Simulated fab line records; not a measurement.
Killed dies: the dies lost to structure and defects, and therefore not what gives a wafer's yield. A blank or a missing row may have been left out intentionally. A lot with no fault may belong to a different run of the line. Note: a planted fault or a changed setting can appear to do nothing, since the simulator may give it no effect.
Which tool is to blame? | flow gf180mcu | 18 wafers sampled from 6 lots at 1 step of a route of 602

WHAT THE GAUGES READ, wafer by wafer
GF_V4_BOW_MEAS_05.
lot  | measured     | on            | V4_BOW (um)
L409 | day 24 06:23 | film-metro-03 | 144 137 130
L411 | day 25 00:57 | film-metro-03 | 137 126 139
L414 | day 25 15:31 | film-metro-04 | 122 117 122
L424 | day 28 17:16 | film-metro-04 | 131 120 136
L426 | day 29 08:28 | film-metro-04 | 144 134 146
L431 | day 30 14:51 | film-metro-04 | 124 123 119

EACH LOT AND THE TOOL THAT RAN IT (in order: tool; ch and the chambers of the sampled wafers; start)
The record shows no process step preceding these readings.

THE ANSWER, worked out from the rows above alone
Rule: what is usual is taken from the lots themselves. The widest of any qualifying gaps counts: lots, ordered by their means at a reading, are off when they make up no more than a third of the lots, leave a main group of 4 or more, and stand apart from it by 3 or more times the standard deviation of that group's means. Not used: any main group whose means are identical at the precision the tables above print for the reading. A lot without any number at a reading at which 4 lots or more have one is off too. The other lots that the step has rows for count as sound.
Nothing can be told from this: no lot is off at any reading shown.

WHAT THE SIMULATOR PUT IN
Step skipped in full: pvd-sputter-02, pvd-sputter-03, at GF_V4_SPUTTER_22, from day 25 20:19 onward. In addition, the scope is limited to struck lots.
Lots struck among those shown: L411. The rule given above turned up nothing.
